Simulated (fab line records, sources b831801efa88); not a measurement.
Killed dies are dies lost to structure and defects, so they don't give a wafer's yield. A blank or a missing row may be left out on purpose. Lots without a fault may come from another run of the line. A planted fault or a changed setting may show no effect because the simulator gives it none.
A struck lot beside a sound one | flow sky130 | 44 steps out of a route of 708
Sound: wafers L410.1, L410.3, L410.4. Struck: wafer L423.3. (L423.1, L423.4 of the same lot were not struck and are left out.) The cause comes at the end.
At each step with rows: each side's tool, then ch and its chambers, then its first start. Under that, the readings that differ: sound wafers | struck wafers | difference of the means | sigmas: that difference in standard deviations of wafers without a fault.
alike: readings whose means differ by less than 2 such deviations, and words and numbers that are the same on both sides. not compared: withheld readings, readings that some wafer has no value for, bounds like >300 that may hide the same value, and numbers for which the record gives no deviation and whose values overlap.
The two part at a step that has a row with sigmas, a row that says differs or no value, or rows on one side only. Numbers that don't overlap but have no deviation are shown without sigmas and don't part them. A reading that every wafer of one side lacks parts them only if that side has two wafers or more.

SKY_VIA3_SPUTTER_20: material TiN, target thk 20 nm, time 80 s.
  sound on pvd_sputter-01, day 41 05:59; struck on pvd_sputter-02, day 44 20:18
  alike: cathode_dc_power_W, throttle_valve_pct
SKY_VIA3_CVD_21: deposits W, target thk 390 nm, time 117.31 s.
  sound on cvd_w-01 ch 0,1, day 41 06:02; struck on cvd_w-02 ch 0, day 44 20:22
  alike: heater_power_w
SKY_VIA3_RS_MEAS_22: measures by four-point-probe.
  sound on film_metro-04, day 41 06:10; struck on film_metro-03, day 44 20:29
  alike: VIA3_W_RS
SKY_VIA3_THK_MEAS_23: measures by xrf.
  sound on film_metro-04, day 41 06:17; struck on film_metro-03, day 44 20:36
  alike: VIA3_W_THK
SKY_VIA3_CMP_24: polishes, stops on SiO2, t overpolish 20 s, target thk 0 nm.
  sound on cmp-02 ch 0,1,3, day 41 06:20; struck on cmp-01 ch 2, day 44 20:43
  alike: head_pressure_psi, motor_current_A, overpolish_run_s, platen_rpm, time_to_endpoint_s
then, 1 step without rows for these wafers: SKY_METAL4_SPUTTER_00 (material Ti, target thk 15 nm, time 10 s).
SKY_METAL4_SPUTTER_01: material TiN, target thk 20 nm, time 16.7 s.
  sound on pvd_sputter-04, day 41 06:40; struck on pvd_sputter-04, day 44 20:59
  alike: cathode_dc_power_W, throttle_valve_pct
then, 4 steps without rows for these wafers: SKY_METAL4_SPUTTER_02 (material AlCu, target thk 735 nm, time 39.1 s); SKY_METAL4_SPUTTER_03 (material Ti, target thk 5 nm, time 3.3 s); SKY_METAL4_SPUTTER_04 (material TiN, target thk 70 nm, time 58.3 s); SKY_CAP2M_CVD_00 (deposits SiO2, target thk 15.5 nm).
SKY_CAP2M_THK_MEAS_01:
  sound on film_metro-04, day 41 06:49; struck on film_metro-02, day 44 21:08
  alike: CAP2M_CVD_00_THK
SKY_CAP2M_SPUTTER_02: material TiN, target thk 200 nm, time 166.7 s.
  sound on pvd_sputter-01, day 41 06:53; struck on pvd_sputter-01, day 44 21:12
  reading                                   | sound                | struck | difference | sigmas
  cathode_dc_power_W (W)                    | 6499.4 6500.0 6499.0 | 7088.2 | +588.7     | +99 or more
  model.TiN_of_CAP2M_SPUTTER_02.thk_nm (nm) | 197.3 198.3 196.3    | 217.6  | +20.3      |
  alike: throttle_valve_pct
SKY_CAP2M_RS_MEAS_03: measures by four-point-probe.
  sound on film_metro-02, day 41 06:59; struck on film_metro-03, day 44 21:19
  reading               | sound          | struck | difference | sigmas
  CAP2M_TIN_RS (ohm/sq) | 7.02 6.98 7.06 | 6.33   | -0.69      | -10
SKY_CAP2M_THK_MEAS_04: measures by xrf.
  sound on film_metro-02, day 41 07:07; struck on film_metro-03, day 44 21:26
  reading            | sound             | struck | difference | sigmas
  CAP2M_TIN_THK (nm) | 197.7 197.8 196.6 | 216.6  | +19.2      | +8
then, 7 steps without rows for these wafers: SKY_CAP2M_DEHYDRATE_05 (time 60 s); SKY_CAP2M_HMDS_06 (prime time 60 s); SKY_CAP2M_COAT_07 (resist thk 1140 nm); SKY_CAP2M_SOFTBAKE_08 (time 60 s); SKY_CAP2M_EXPOSE_09 (exposes mask CAP2M, target cd 1000 nm); SKY_CAP2M_PEB_10; SKY_CAP2M_DEVELOP_11 (develop time 60 s).
SKY_CAP2M_OVL_MEAS_12:
  sound on overlay-02, day 42 06:44; struck on overlay-02, day 45 19:14
  alike: CAP2M_OVL
SKY_CAP2M_METAL_ETCH_13: etches TiN in Cl2/BCl3, stops on SiO2, target depth 220 nm, time 62.9 s.
  sound on rie_metal-04 ch 0,1, day 42 06:47; struck on rie_metal-01 ch 1, day 45 19:16
  reading                | sound                | struck | difference | sigmas
  oes_product_au (a.u.)  | 0.941 0.939 0.928    | 0.980  | +0.044     | +6
  throttle_valve_pct (%) | 21.910 21.892 21.913 | 21.870 | -0.035     | -4
  alike: drypump_motor_current_A
  not compared: rf_hours_counter_h
then, 12 steps without rows for these wafers: SKY_CAP2M_STRIP_14 (strips in O2/N2); SKY_CAP2M_STRIP_15 (strips in post etch residue remover, time 1200 s); SKY_CAP2M_CLEAN_16 (cleans in IPA, time 180 s); SKY_CAP2M_CLEAN_17 (cleans in O3/DIW); SKY_METAL4_DEHYDRATE_05 (time 60 s); SKY_METAL4_HMDS_06 (prime time 60 s); SKY_METAL4_COAT_07 (resist thk 60 nm); SKY_METAL4_COAT_08 (resist thk 1140 nm); SKY_METAL4_SOFTBAKE_09 (time 90 s); SKY_METAL4_EXPOSE_10 (exposes mask MM4, target cd 300 nm); SKY_METAL4_PEB_11; SKY_METAL4_DEVELOP_12 (develop time 60 s).
SKY_METAL4_CD_MEAS_13: target cd 300 nm.
  sound on cd_sem-01, day 43 06:44; struck on cd_sem-02, day 46 17:07
  reading    | sound             | struck | difference | sigmas
  cd_nm (nm) | 302.4 300.9 304.0 | 298.7  | -3.7       | -2
SKY_METAL4_OVL_MEAS_14:
  sound on overlay-02, day 43 06:51; struck on overlay-01, day 46 17:14
  alike: METAL4_OVL
then, 3 steps without rows for these wafers: SKY_METAL4_DESCUM_15 (chemistry O2, time 8 s); SKY_METAL4_ETCH_16 (etches BARC in N2/H2, stops on SiO2, time 88.2 s, target depth 60 nm); SKY_METAL4_ETCH_17 (etches SiO2 in C4F8/O2/Ar, stops on TiN, time 3.9 s, target depth 15 nm).
SKY_METAL4_METAL_ETCH_18: etches the open film in Cl2/BCl3, stops on SiO2, target depth 845 nm, time 183.1 s.
  sound on rie_metal-02 ch 0,1, day 43 07:02; struck on rie_metal-01 ch 0, day 46 17:25
  alike: drypump_motor_current_A, oes_product_au, throttle_valve_pct
  not compared: rf_hours_counter_h
SKY_METAL4_STRIP_20: strips in post etch residue remover, time 1200 s.
  sound on wet_bench-04 ch 0, day 43 07:19; struck on wet_bench-03 ch 0, day 46 17:42
  reading                                   | sound             | struck | difference | sigmas
  model.TiN_of_CAP2M_SPUTTER_02.thk_nm (nm) | 196.5 197.4 195.4 | 216.8  | +20.4      |
-- the record jumps here: 3 days lie between the struck wafers' starts before and after (it left off in module METAL4 and takes up again in module PAD_OPEN, whose first step shown is number 708 of the route) --
SKY_PAD_OPEN_PROBE_99:
  sound on prober-02, day 47 05:20; struck on prober-01, day 50 04:00
  reading                               | sound                | struck | difference | sigmas
  model.etest.cap_mim2.leak_log10_a_cm2 | -8.873 -8.722 -8.856 | -6.126 | +2.691     |
  model.etest.cap_mim2.plate_ohm_sq     | 6.059 6.044 6.193    | 5.481  | -0.618     |

WHERE THEY PART
First at SKY_CAP2M_SPUTTER_02; last, within this record, at SKY_METAL4_CD_MEAS_13. Later steps at which nothing parts them and some readings are alike: SKY_METAL4_OVL_MEAS_14, SKY_METAL4_METAL_ETCH_18.

WHY: what the simulator had put in
Process parameter drift: pvd_sputter-01, from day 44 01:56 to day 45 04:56, at SKY_CAP2M_SPUTTER_02. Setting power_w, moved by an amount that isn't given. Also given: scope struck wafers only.
